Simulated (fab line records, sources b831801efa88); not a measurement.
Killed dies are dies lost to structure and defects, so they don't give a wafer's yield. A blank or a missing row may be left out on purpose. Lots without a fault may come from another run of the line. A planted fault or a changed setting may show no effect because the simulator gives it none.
Tool commonality check | flow sky130 | 11 lots, 33 wafers sampled

WHY IT WAS OPENED
At SKY_VIA3_THK_MEAS_01 the reading VIA3_HDPCVD_THK is flagged on 3 of 11 lots. Wafers without a fault read 1630 nm, standard deviation 19.
Rule: a lot is flagged when every wafer of it that has a number lies more than 4 standard deviations from that mean, or none has a number. The other lots count as sound.

lot  | measured     | on            | VIA3_HDPCVD_THK (nm), wafer by wafer | flag
L422 | day 38 06:24 | film_metro-03 | 1592 1596 1611                       |
L423 | day 38 23:27 | film_metro-04 | 1676 1668 1686                       |
L426 | day 39 12:19 | film_metro-03 | 1649 1637 1627                       |
L428 | day 40 11:37 | film_metro-03 | 1642 1618 1624                       |
L430 | day 41 20:21 | film_metro-04 | 1617 1632 1620                       |
L431 | day 42 00:25 | film_metro-03 | 1608 1610 1631                       |
L436 | day 42 20:47 | film_metro-04 | 1638 1620 1596                       |
L437 | day 43 16:38 | film_metro-04 | 1938 1962 1960                       | FLAGGED
L439 | day 43 22:51 | film_metro-04 | 1644 1644 1663                       |
L442 | day 44 13:44 | film_metro-04 | 1971 1970 1968                       | FLAGGED
L444 | day 44 20:12 | film_metro-04 | 1959 1943 1942                       | FLAGGED
The numbers of the flagged lots are 1957 nm on average: +327 nm against the usual, or +17 standard deviations.

WHICH TOOL RAN EACH LOT
The record holds 4 process steps before the reading, out of a route of 708 steps. In each cell: the tool, then ch and the chambers that the sampled wafers went through, then the start.
lot  | flag    | SKY_CAPM_STRIP_14                    | SKY_METAL3_METAL_ETCH_18          | SKY_METAL3_STRIP_19                  | SKY_VIA3_HDPCVD_00
L422 |         | plasma_asher-04 ch 0,1, day 37 03:10 | rie_metal-02 ch 0,1, day 38 05:27 | plasma_asher-03 ch 0,1, day 38 05:37 | hdpcvd-01 ch 0,2, day 38 06:13
L423 |         | plasma_asher-02 ch 0,1, day 37 19:20 | rie_metal-01 ch 0, day 38 22:22   | plasma_asher-04 ch 0,1, day 38 22:38 | hdpcvd-02 ch 1,2, day 38 23:16
L426 |         | plasma_asher-04 ch 0,1, day 38 09:49 | rie_metal-04 ch 0, day 39 11:10   | plasma_asher-03 ch 0,1, day 39 11:32 | hdpcvd-02 ch 0,1, day 39 12:09
L428 |         | plasma_asher-04 ch 1, day 39 09:07   | rie_metal-01 ch 0, day 40 10:34   | plasma_asher-04 ch 0,1, day 40 10:45 | hdpcvd-01 ch 0,2, day 40 11:27
L430 |         | plasma_asher-01 ch 0,1, day 40 18:39 | rie_metal-02 ch 0,1, day 41 19:16 | plasma_asher-03 ch 1, day 41 19:27   | hdpcvd-02 ch 0,1,2, day 41 20:11
L431 |         | plasma_asher-02 ch 0,1, day 40 22:37 | rie_metal-04 ch 1, day 41 23:22   | plasma_asher-03 ch 0,1, day 41 23:38 | hdpcvd-02 ch 0,1,2, day 42 00:19
L436 |         | plasma_asher-01 ch 0,1, day 41 19:27 | rie_metal-04 ch 0,1, day 42 19:53 | plasma_asher-01 ch 0,1, day 42 20:02 | hdpcvd-01 ch 0,2, day 42 20:36
L437 | FLAGGED | plasma_asher-02 ch 0,1, day 42 15:55 | rie_metal-02 ch 1, day 43 15:31   | plasma_asher-04 ch 0,1, day 43 15:52 | hdpcvd-02 ch 0,2, day 43 16:28
L439 |         | plasma_asher-02 ch 0,1, day 42 23:06 | rie_metal-04 ch 0,1, day 43 21:52 | plasma_asher-01 ch 0,1, day 43 22:03 | hdpcvd-01 ch 0,2, day 43 22:40
L442 | FLAGGED | plasma_asher-01 ch 0,1, day 43 13:50 | rie_metal-02 ch 0,1, day 44 12:50 | plasma_asher-03 ch 0,1, day 44 12:59 | hdpcvd-02 ch 0,1, day 44 13:32
L444 | FLAGGED | plasma_asher-01 ch 0,1, day 43 20:26 | rie_metal-04 ch 0,1, day 44 19:16 | plasma_asher-01 ch 0,1, day 44 19:26 | hdpcvd-02 ch 1,2, day 44 20:02
What these steps do:
- SKY_CAPM_STRIP_14: strips in O2/N2.
- SKY_METAL3_METAL_ETCH_18: etches the open film in Cl2/BCl3, stops on SiO2, target depth 845 nm, time 183.1 s.
- SKY_METAL3_STRIP_19: strips in O2/N2.
- SKY_VIA3_HDPCVD_00: deposits SiO2, target thk 1635 nm, time 272.5 s.
- SKY_VIA3_THK_MEAS_01

FLAGGED OVER TOTAL, TOOL BY TOOL (the gauges that took the reading come last)
step                     | tool            | lots run | flagged | share of the flagged lots | sound lots run after its first flagged lot
SKY_CAPM_STRIP_14        | plasma_asher-01 | 4        | 2       | some                      | 0
SKY_CAPM_STRIP_14        | plasma_asher-02 | 4        | 1       | some                      | 1 (L439)
SKY_CAPM_STRIP_14        | plasma_asher-04 | 3        | 0       | none                      | -
SKY_METAL3_METAL_ETCH_18 | rie_metal-01    | 2        | 0       | none                      | -
SKY_METAL3_METAL_ETCH_18 | rie_metal-02    | 4        | 2       | some                      | 0
SKY_METAL3_METAL_ETCH_18 | rie_metal-04    | 5        | 1       | some                      | 0
SKY_METAL3_STRIP_19      | plasma_asher-01 | 3        | 1       | some                      | 0
SKY_METAL3_STRIP_19      | plasma_asher-03 | 5        | 1       | some                      | 0
SKY_METAL3_STRIP_19      | plasma_asher-04 | 3        | 1       | some                      | 0
SKY_VIA3_HDPCVD_00       | hdpcvd-01       | 4        | 0       | none                      | -
SKY_VIA3_HDPCVD_00       | hdpcvd-02       | 7        | 3       | all                       | 0
SKY_VIA3_THK_MEAS_01     | film_metro-03   | 4        | 0       | none                      | -
SKY_VIA3_THK_MEAS_01     | film_metro-04   | 7        | 3       | all                       | 1 (L439)

WHAT THE TABLE ALLOWS
2 rows of the table ran every flagged lot: hdpcvd-02 at SKY_VIA3_HDPCVD_00, film_metro-04 at SKY_VIA3_THK_MEAS_01.
- hdpcvd-02 at SKY_VIA3_HDPCVD_00: 3 of its 7 lots flagged. Its last sound lot is L431 (day 42 00:19), its first flagged lot L437 (day 43 16:28): a fault that began between those two fits. Its own readings lie more than 4 standard deviations out on every wafer of the flagged lots: sih4_flow_sccm.
- film_metro-04 at SKY_VIA3_THK_MEAS_01: 3 of its 7 lots flagged. Sound lots ran on it after the first flagged one (L439), which a lasting fault on the whole tool wouldn't allow.
One tool is left: hdpcvd-02 at SKY_VIA3_HDPCVD_00.

WHAT THE SIMULATOR HAD PUT IN
Process parameter drift: hdpcvd-02, from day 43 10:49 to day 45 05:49, at SKY_VIA3_HDPCVD_00. Setting sih4_flow_sccm, moved by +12, from 60. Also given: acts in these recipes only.
Lots struck among those shown: L437, L442, L444. The rule above found the same.
